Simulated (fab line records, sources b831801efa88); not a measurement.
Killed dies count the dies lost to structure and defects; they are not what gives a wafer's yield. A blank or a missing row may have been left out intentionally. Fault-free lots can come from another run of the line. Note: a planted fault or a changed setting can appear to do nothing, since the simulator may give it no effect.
8D (eight disciplines) problem report, filled in by code | flow sky130 | the parts of the form that need people (team, actions taken, sign-off) are left out

1. THE PROBLEM
Across 6 wafers from 2 lots, VIA1_HDPCVD_THK at SKY_VIA1_THK_MEAS_01 averages 776 nm, while fault-free wafers read 1026 nm with a standard deviation of 11. That is -23 standard deviations from the usual mean.
Seen first at day 37 21:37 on film-metro-02, wafer L438.3. The record holds 33 wafers of 11 lots with a number at this step. By rule, "out" or "out of limits" means more than 4 standard deviations away from the usual mean. All remaining wafers that have a number are taken as sound.

2. WHAT THIS IS AND IS NOT
question                    | is                           | is not
which readings at this step | VIA1_HDPCVD_THK              | -
which lots                  | L438, L442                   | L430, L431, L432, L433, L435, L437, L439, L440, L448
which wafers of those lots  | all that have a number       | -
read on which gauges        | film-metro-02, film-metro-03 | film-metro-01
when                        | from day 37 21:37            | up to then (21 sound wafers); but 6 sound wafers of L439, L448 came after

3. THE SUSPECTS, EACH WITH WHAT RULES IT OUT
Counting: a tool at any process step up to the reading remains a suspect when it ran all the lots that are out and ran no sound lot after the first of those.
- the gauge at SKY_VIA1_THK_MEAS_01 has been ruled out. The wafers that are out were read on 2 gauges (film-metro-02, film-metro-03).
- hdpcvd-02 at SKY_VIA1_HDPCVD_00 (deposits SiO2, target thk 1030 nm, time 171.7 s): kept. Every lot that is out went through it, starting with L438 (day 37 21:28), and after that it ran no sound lot; the last sound lot it ran before then is L440 (day 37 20:40). On those wafers its own readings are out: run-length-s.
After counting, what remains is hdpcvd-02 at SKY_VIA1_HDPCVD_00.

4. THE CAUSE (what the simulator had put in)
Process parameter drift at SKY_VIA1_HDPCVD_00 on hdpcvd-02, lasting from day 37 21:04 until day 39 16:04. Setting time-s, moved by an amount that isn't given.
After counting, this tool was the only one left.

5. THE EFFECT CHAIN, in route order
Each row: a reading where the mean over the struck wafers with a number is more than 3 standard deviations away from the usual. Only readings whose record carries a usual standard deviation are examined. hours: median over the lots of the time between each lot's start at the first step of this table that gives one and its start at this step. sigmas: the change, counted in usual standard deviations.
hours | step                 | reading         | usual   | on struck wafers | change | sigmas
0     | SKY_VIA1_HDPCVD_00   | run-length-s    | 199.5 s | 158.6            | -40.9  | -59
0     | SKY_VIA1_THK_MEAS_01 | VIA1_HDPCVD_THK | 1026 nm | 776              | -250   | -23
Its process steps:
- SKY_VIA1_HDPCVD_00: deposits SiO2, target thk 1030 nm, time 171.7 s.

6. HOW IT WOULD HAVE BEEN CAUGHT EARLIER
In this record the first reading out of limits at a measuring or inspecting step was taken at day 37 21:37, 1 hour after the fault began at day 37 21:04.
At SKY_VIA1_HDPCVD_00, the tool's own readings (run-length-s) were out on each struck wafer the step has a row for, so an alarm limit on them would have fired on the first such wafer.
Lots out: 2; of these, L442 started SKY_VIA1_HDPCVD_00 on hdpcvd-02 after day 37 21:37. A tool hold placed at that time would have kept it from harm.
